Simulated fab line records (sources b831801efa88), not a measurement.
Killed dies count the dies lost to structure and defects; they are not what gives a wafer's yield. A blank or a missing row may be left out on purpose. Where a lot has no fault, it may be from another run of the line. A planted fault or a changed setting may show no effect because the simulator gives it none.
A lot that was struck, set against a sound lot || flow gf180mcu || 14 out of 602 route steps
Sound: wafers L843.1, L843.4, L843.5. Wafers L848.1, L848.3, L848.6 were the ones struck. The cause is given at the end.
Order at every step that has rows: each side's tool, ch and its chambers, its first start. Under that, the readings that differ: sound wafers || struck wafers || difference of the means || sigmas: that difference in standard deviations of wafers without a fault.
alike: a reading whose means differ by less than 2 such deviations, as well as words and numbers matching on both sides. not compared: withheld readings; readings where some wafer has no value; bounds like >300 that might hide an equal value; numbers whose values overlap and for which the record gives no deviation.
A row with sigmas, a row that says differs or no value, or rows on one side alone: a step with any of these is where the two part. Non-overlapping numbers with no deviation appear without sigmas and do not part them. Lack of a reading on every wafer of one side parts them only where that side has two or more wafers.

GF_DUAL_GATE_STRIP_13: strips in O2/N2.
  sound on plasma_asher-02 ch 0,1, day 12 22:32; struck on plasma_asher-01 ch 0,1, day 14 04:53
  alike: drypump_motor_current_A, heater_power_w, n2_flow_sccm, oes_product_au, strip_time_to_endpoint_s
  not compared: rf_hours_counter_h
then, 3 steps without rows for these wafers: GF_DUAL_GATE_CLEAN_14 (cleans in SC1/SC2, time 150 s); GF_DUAL_GATE_OXIDATION_15 (stabilise 600 s, purge 300 s, target thk 7.098 nm); GF_POLY_GATE_CVD_00 (deposits poly-Si, target thk 200 nm, time 1200 s).
GF_POLY_GATE_THK_MEAS_01:
  sound on film_metro-02 at day 13 03:29; struck on film_metro-02 at day 14 08:35
  alike: POLY_GATE_CVD_00_THK
then, 7 steps without rows for these wafers: GF_POLY_GATE_DEHYDRATE_02 (time 60 s); GF_POLY_GATE_HMDS_03 (prime time 60 s); GF_POLY_GATE_COAT_04; GF_POLY_GATE_COAT_05 (resist thk 700 nm); GF_POLY_GATE_SOFTBAKE_06 (time 60 s); GF_POLY_GATE_EXPOSE_07 (exposes mask Poly2, target cd 280 nm); GF_POLY_GATE_PEB_08 (peb time 90 s).
GF_POLY_GATE_DEVELOP_09: develop time 60 s.
  struck on litho_track-01, day 15 05:00; sound on litho_track-01 ch 0, day 13 23:06
  no value came back on the struck wafers for chill_plate_temp_C (C), develop_time_s (s); on the sound wafers chill_plate_temp_C (C) reads 22.95 22.88 23.01
{"reading": "model.KrF_of_POLY_GATE_COAT_05.thk_nm (nm)", "sound": "690.7 690.5 691.3", "struck": "704.3 701.2 705.4", "difference": "+12.8", "sigmas": ""}
GF_POLY_GATE_CD_MEAS_10: the cd target is 280 nm.
  sound on cd_sem-01 at day 13 23:15; struck on cd_sem-01 at day 15 05:09
{"reading": "cd_nm (nm)", "sound": "281.1 279.0 279.3", "struck": "- - -", "difference": "no value on the struck wafers", "sigmas": ""}

## WHERE THEY PART
Earliest at GF_POLY_GATE_DEVELOP_09; latest, in this record, at GF_POLY_GATE_CD_MEAS_10.

WHY: what had been put in by the simulator
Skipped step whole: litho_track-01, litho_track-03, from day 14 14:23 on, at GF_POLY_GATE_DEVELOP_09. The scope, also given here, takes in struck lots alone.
